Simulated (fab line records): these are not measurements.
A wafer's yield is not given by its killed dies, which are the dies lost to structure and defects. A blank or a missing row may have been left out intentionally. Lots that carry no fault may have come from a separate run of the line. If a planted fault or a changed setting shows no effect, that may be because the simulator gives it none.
Code-filled problem report in 8D (eight disciplines) form	flow sky130	the parts of the form that need people (team, actions taken, sign-off) are left out

## 1. PROBLEM STATEMENT
A mean of 130.0 s is read at SKY_METAL3_ETCH_16 for runLengthS, taken on 1 wafer of 1 lot, against 116.4 s (standard deviation 0.4) on wafers free of any fault. That is +34 standard deviations from the usual mean.
The step: etches BARC in N2/H2, stops on SiO2, time 88.2 s, target depth 60 nm.
First observed at day 44 05:00: wafer L446.1, on rieMetal-04. At this step, 14 wafers from 5 lots have a number in the record. Rule for "out", or "out of limits": more than 4 standard deviations from the usual mean. The rest of the wafers with a number are treated as sound.

## 2. WHAT IT IS, WHAT IT ISN'T
question	is	is not
which readings at this step	runLengthS, oesProductAu	drypumpMotorCurrentA, rfFwdPowerW, throttleValvePct
which lots	L446	L436, L437, L451, L452
which wafers of those lots	L446.1	L446.5
read on which tools	rieMetal-04	rieMetal-01, rieMetal-03
when	from day 44 05:00	up to then (7 sound wafers); but 6 sound wafers of L451, L452 came after

## 3. WHAT RULES OUT EACH SUSPECT
Counting: a tool at a process step up to the reading stays a suspect if it ran every lot that is out. Sound lots after the first of them don't rule it out here, since some wafers of a struck lot are sound.
- rieMetal-04 at SKY_METAL3_DESCUM_15 (chemistry O2, time 8 s): kept. L446, the lot that is out, went through it at day 44 04:58; up to then, the latest sound lot through it was L437 at day 41 16:09.
- rieMetal-04 at SKY_METAL3_ETCH_16 (etches BARC in N2/H2, stops on SiO2, time 88.2 s, target depth 60 nm): kept. L446, the lot that is out, went through it at day 44 05:00; up to then, the latest sound lot through it was L437 at day 41 16:11. Its own oesProductAu, runLengthS readings are out on those wafers.
- Within rieMetal-04 at SKY_METAL3_DESCUM_15, the wafers that are out were processed in chamber 1 and their sound lot-mates in chamber 0.
- Within rieMetal-04 at SKY_METAL3_ETCH_16, the wafers that are out were processed in chamber 1 and their sound lot-mates in chamber 0.
Remaining after the count are rieMetal-04 at SKY_METAL3_DESCUM_15 and rieMetal-04 at SKY_METAL3_ETCH_16.

## 4. THE CAUSE (what the simulator had put in)
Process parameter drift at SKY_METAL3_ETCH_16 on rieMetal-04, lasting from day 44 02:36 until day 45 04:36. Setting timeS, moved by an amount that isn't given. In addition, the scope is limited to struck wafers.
Counting leaves 2 suspects; this tool is one of them.

## 5. SEQUENCE OF EFFECTS, ordered by route
Each row: a reading where the mean over the struck wafers with a number is more than 3 standard deviations away from the usual. Scope: only readings with a usual standard deviation given in the record; hours: median across lots of the time from each lot's start at the first step in this table that gives one to its start at this step; sigmas: change in usual standard deviations.
hours	step	reading	usual	on struck wafers	change	sigmas
0	SKY_METAL3_ETCH_16	oesProductAu	0.625 a.u.	0.588	-0.037	-9.5
0	SKY_METAL3_ETCH_16	runLengthS	116.4 s	130.0	+13.6	+34
Its process steps:
- SKY_METAL3_ETCH_16: etches BARC in N2/H2, stops on SiO2, time 88.2 s, target depth 60 nm.

## 6. HOW IT WOULD HAVE BEEN CAUGHT EARLIER
First out-of-limits reading in this record: day 44 05:00, which is 2 hours after fault onset at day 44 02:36.
